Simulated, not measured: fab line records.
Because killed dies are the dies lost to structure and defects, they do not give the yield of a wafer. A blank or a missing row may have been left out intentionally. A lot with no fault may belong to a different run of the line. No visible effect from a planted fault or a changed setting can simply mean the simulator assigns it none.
Which tool is to blame? || flow gf180mcu || 7 lots with 21 wafers sampled at 2 steps, on a route of 602 steps

## WHAT THE GAUGES READ, wafer by wafer
GF_V2_BOW_MEAS_05.
{"lot": "L781", "measured": "day 19 20:56", "on": "film metro-02", "V2_BOW (um)": "102 91 84"}
{"lot": "L784", "measured": "day 21 06:45", "on": "film metro-02", "V2_BOW (um)": "98 104 114"}
{"lot": "L788", "measured": "day 22 11:01", "on": "film metro-01", "V2_BOW (um)": "101 94 100"}
{"lot": "L791", "measured": "day 23 21:02", "on": "film metro-02", "V2_BOW (um)": "112 112 90"}
{"lot": "L795", "measured": "day 25 02:52", "on": "film metro-04", "V2_BOW (um)": "106 116 115"}
{"lot": "L797", "measured": "day 25 13:56", "on": "film metro-02", "V2_BOW (um)": "97 97 107"}
{"lot": "L801", "measured": "day 26 15:25", "on": "film metro-01", "V2_BOW (um)": "112 106 106"}

## WHAT TOOL EACH LOT RAN ON (gives the tool, then ch and the chambers of the sampled wafers, and finally the start)
{"lot": "L781", "GF_V2_CMP_04": "cmp-01 ch 0,1,2, day 19 20:38"}
{"lot": "L784", "GF_V2_CMP_04": "cmp-02 ch 0,3, day 21 06:26"}
{"lot": "L788", "GF_V2_CMP_04": "cmp-01 ch 2,3, day 22 10:41"}
{"lot": "L791", "GF_V2_CMP_04": "cmp-02 ch 0,2,3, day 23 20:47"}
{"lot": "L795", "GF_V2_CMP_04": "cmp-02 ch 0,2,3, day 25 02:32"}
{"lot": "L797", "GF_V2_CMP_04": "cmp-01 ch 1,2, day 25 13:41"}
{"lot": "L801", "GF_V2_CMP_04": "cmp-01 ch 0,1,3, day 26 15:15"}
- GF_V2_CMP_04: polishes SiO2.

## THE ANSWER, worked out from the rows above alone
Rule: usual is defined by the lots themselves. Put in order of their means at a reading, lots are off if they are a third of the lots or fewer, leave a main group of 4 or more, and stand apart from it by a gap of 3 or more times the standard deviation of the main group's means; of several such gaps the widest counts. Not used: any main group whose means are identical at the precision the tables above print for the reading. Also off: a lot with no number at a reading for which 4 or more lots have one. The other lots that the step has rows for count as sound.
Nothing can be told from this: no lot is off at any reading shown.

## WHAT HAD BEEN PUT IN BY THE SIMULATOR
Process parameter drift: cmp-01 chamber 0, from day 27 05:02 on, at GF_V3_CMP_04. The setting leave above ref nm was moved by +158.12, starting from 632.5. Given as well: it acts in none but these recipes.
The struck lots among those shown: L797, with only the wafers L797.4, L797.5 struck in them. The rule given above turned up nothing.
